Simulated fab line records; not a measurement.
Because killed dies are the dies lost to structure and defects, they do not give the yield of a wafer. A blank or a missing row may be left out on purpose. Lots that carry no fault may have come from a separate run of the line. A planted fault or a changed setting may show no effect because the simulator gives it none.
Split-lot trial	flow sky130	route with 708 steps; 5 lots, 23 wafers read

## SPLIT DETAILS
At SKY_GATE_OXIDE_OXIDATION_01 (stabilise 600 s, purge 300 s, target thk 10.268 nm), the setting ox-time-s was moved away from the recipe's 1473 s on 15 of the 23 wafers read, by -10.4% to +13.3%. For the rest of the wafers, this setting stayed at what the recipe calls for.

Split to reading: the file shows no intervening step.

## THE READING
GATE_OXIDE_OXIDATION_00_THK (nm), taken at SKY_GATE_OXIDE_THK_MEAS_02. A value of 10.30 nm with a standard deviation of 0.21 nm is what fault-free wafers of this fab line usually give.

wafer	tool, chamber at the split	ox-time-s as run, s	against the recipe	GATE_OXIDE_OXIDATION_00_THK, nm	against lot-mates on the recipe
L074.1	furnace-02, 0	1473	recipe	9.85	-
L074.4	furnace-02, 0	1473	recipe	10.00	-
L074.6	furnace-02, 0	1473	recipe	10.07	-
L077.1	-, -	1669	+13.3%	11.17	no lot-mate on the recipe
L077.2	-, -	1669	+13.3%	11.31	no lot-mate on the recipe
L077.3	-, -	1669	+13.3%	11.19	no lot-mate on the recipe
L077.4	-, -	1669	+13.3%	11.32	no lot-mate on the recipe
L077.5	-, -	1669	+13.3%	11.28	no lot-mate on the recipe
L081.1	-, -	1473	recipe	10.47	-
L081.2	-, -	1473	recipe	10.52	-
L081.4	-, -	1473	recipe	10.42	-
L081.5	-, -	1473	recipe	10.36	-
L081.6	-, -	1473	recipe	10.45	-
L082.1	-, -	1320	-10.4%	9.62	no lot-mate on the recipe
L082.2	-, -	1320	-10.4%	9.55	no lot-mate on the recipe
L082.3	-, -	1320	-10.4%	9.53	no lot-mate on the recipe
L082.4	-, -	1320	-10.4%	9.52	no lot-mate on the recipe
L082.6	-, -	1320	-10.4%	9.47	no lot-mate on the recipe
L084.1	-, -	1333	-9.5%	9.53	no lot-mate on the recipe
L084.3	-, -	1333	-9.5%	9.64	no lot-mate on the recipe
L084.4	-, -	1333	-9.5%	9.65	no lot-mate on the recipe
L084.5	-, -	1333	-9.5%	9.49	no lot-mate on the recipe
L084.6	-, -	1333	-9.5%	9.58	no lot-mate on the recipe

FIT RESULTS
A straight line over all 23 wafers: GATE_OXIDE_OXIDATION_00_THK changes by +0.0728 nm for each +1% of ox-time-s; r = +0.97; the points scatter about the line by 0.16 nm.
Too few moved wafers with a lot-mate on the recipe to fit a line net of each lot's own level.

## THE WHOLE CHAIN: every reading that the file lists as answering this split, in the file's order
step	what it does	reading	change (the file's fit)	r (the file's)
SKY_GATE_OXIDE_OXIDATION_01	stabilise 600 s, purge 300 s, target thk 10.268 nm	SiO2_of_GATE_OXIDE_OXIDATION_01.thk-nm (the simulator's own value, which no gauge read)	+0.0731 nm for each +1% of the setting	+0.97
SKY_GATE_OXIDE_THK_MEAS_02		GATE_OXIDE_OXIDATION_00_THK	+0.0728 for each +1% of the setting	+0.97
SKY_GATE_OXIDE_OXIDATION_16	stabilise 600 s, purge 300 s, target thk 3.57 nm	SiO2_of_GATE_OXIDE_OXIDATION_01.thk-nm (the simulator's own value, which no gauge read)	+0.0679 nm for each +1% of the setting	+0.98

## THE FILE'S OWN FIT
GATE_OXIDE_OXIDATION_00_THK changes by +0.0728 nm for each +1% of ox-time-s, r = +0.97.
